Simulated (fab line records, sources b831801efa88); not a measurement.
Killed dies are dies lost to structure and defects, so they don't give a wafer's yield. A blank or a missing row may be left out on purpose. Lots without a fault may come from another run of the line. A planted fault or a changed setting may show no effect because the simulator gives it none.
One fault seen from 2 desks | flow sky130 | each desk has only its own numbers; what lay behind them comes last

THE TOOL OWNER'S DESK: implanter-01
The tool's own readings at SKY_VT_ADJUST_LVTN_IMPLANT_19: means of the sampled wafers that have a number, for each lot that ran on this tool. A lot is out of limits, marked OUT, if its mean lies more than 4 standard deviations from the usual mean; the brackets give that distance.
Columns: A = dose_ions_cm2 at SKY_VT_ADJUST_LVTN_IMPLANT_19, usual 6.497e+11; B = end_station_pressure_torr at SKY_VT_ADJUST_LVTN_IMPLANT_19, usual 5e-06 Torr; C = faraday_current_uA at SKY_VT_ADJUST_LVTN_IMPLANT_19, usual 3.66
lot  | first seen here | A                           | B     | C
L459 | day 10 13:13    | 6.496e+11                   | 5e-06 | 3.67
L460 | day 11 01:50    | 6.500e+11                   | 5e-06 | 3.72
L461 | day 11 04:52    | 4.098e+11 (-99 or more) OUT | 5e-06 | 2.33 (-17) OUT
L462 | day 11 11:02    | 4.092e+11 (-99 or more) OUT | 5e-06 | 2.30 (-18) OUT
This desk's finding: out of limits on L461, L462; first on L461, day 11 04:52 (dose_ions_cm2 at SKY_VT_ADJUST_LVTN_IMPLANT_19). In limits: L459, L460.

THE METROLOGY DESK
What the gauges read, lot by lot, whatever tool the lot ran on: means of the sampled wafers that have a number. A lot is out of limits, marked OUT, if its mean lies more than 4 standard deviations from the usual mean; the brackets give that distance.
Columns: A = VT_ADJUST_LVTN_2_TW at SKY_VT_ADJUST_LVTN_TW_MEAS_21, usual 186.9
lot  | first seen here | A
L450 | day 8 06:30     | 185.2
L451 | day 8 09:20     | 185.2
L453 | day 8 22:28     | 187.4
L454 | day 9 05:53     | 186.3
L456 | day 9 20:04     | 186.5
L457 | day 9 22:41     | 187.2
L458 | day 10 06:01    | 186.5
L459 | day 10 13:28    | 187.2
L460 | day 11 02:03    | 186.9
L461 | day 11 05:07    | 164.2 (-17) OUT
L462 | day 11 11:16    | 165.3 (-17) OUT
L463 | day 11 18:02    | 187.8
L469 | day 13 07:16    | 188.6
L472 | day 14 07:37    | 184.7
This desk's finding: out of limits on L461, L462; first on L461, day 11 05:07 (VT_ADJUST_LVTN_2_TW at SKY_VT_ADJUST_LVTN_TW_MEAS_21). In limits: L450, L451, L453, L454, L456, L457, L458, L459, L460, L463, L469, L472.

PUT TOGETHER
The tool owner's desk could have raised an alarm at day 11 04:52, on L461, L462.
The metrology desk could have raised an alarm at day 11 05:07, on L461, L462.
Of the lots named, all ran SKY_VT_ADJUST_LVTN_IMPLANT_19 on implanter-01.

WHAT THE SIMULATOR HAD PUT IN
Process parameter drift: implanter-01, from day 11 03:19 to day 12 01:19, at SKY_VT_ADJUST_LVTN_IMPLANT_19. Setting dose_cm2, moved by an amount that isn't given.
Lots struck among those shown: L461, L462.
Hours from the fault's start to each desk's first reading out of limits: the tool owner's desk, 2; the metrology desk, 2.
